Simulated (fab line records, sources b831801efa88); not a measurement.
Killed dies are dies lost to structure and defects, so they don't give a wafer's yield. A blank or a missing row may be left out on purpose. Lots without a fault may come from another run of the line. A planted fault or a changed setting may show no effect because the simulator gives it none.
Chamber matching | flow gf180mcu | GF_PASSIVATION_ETCH_11 on rie_diel-03: 4 sister chambers
The step etches the open film in CF4/O2, stops on TiN, target depth 2040 nm, time 453.3 s. 8 wafers are shown with their chamber, then 7 later ones without.

WAFERS WITH THEIR CHAMBER
wafer  | chamber | drypump_motor_current_A (A) | oes_product_au (a.u.)
L078.2 | 0       | 5.7                         | 0.988
L080.4 | 2       | 6.3                         | 0.997
L080.5 | 2       | 6.3                         | 1.002
L080.6 | 1       | 6.2                         | 1.001
L084.1 | 1       | 6.3                         | 0.989
L084.5 | 0       | 5.7                         | 0.993
L087.2 | 3       | 5.4                         | 0.992
L087.4 | 3       | 5.4                         | 0.985

WAFERS WITHOUT THEIR CHAMBER
wafer  | drypump_motor_current_A (A) | oes_product_au (a.u.)
L087.6 | 5.7                         | 0.988
L093.1 | 6.3                         | 0.981
L093.4 | 6.3                         | 0.984
L093.6 | 5.8                         | 0.988
L096.3 | 5.7                         | 0.993
L096.4 | 6.2                         | 0.991
L096.5 | 6.2                         | 0.992

WHICH CHAMBER EACH WENT THROUGH
wafer  | from the rows above     | in truth
L087.6 | 0                       | 0
L093.1 | can't be placed: 1 or 2 | 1
L093.4 | can't be placed: 1 or 2 | 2
L093.6 | 0                       | 0
L096.3 | 0                       | 0
L096.4 | can't be placed: 1 or 2 | 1
L096.5 | can't be placed: 1 or 2 | 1
Placed correctly: 3 of 7. Can't be placed from these rows: 4 (the true chamber is among the candidates in 4). Placed wrongly: 0.
How it was worked out, from the rows above alone: a wafer's distance from a chamber is the root of the sum, over the readings, of the square of ((its reading less the chamber's mean) divided by the reading's scatter). The wafer belongs to the nearest chamber; if the next one is less than 2 further off, it can't be placed. A chamber's mean is the mean of its shown wafers. The scatter: the root of (the sum of the squares of (reading less its chamber's mean) over the shown wafers, divided by (wafers less chambers)).
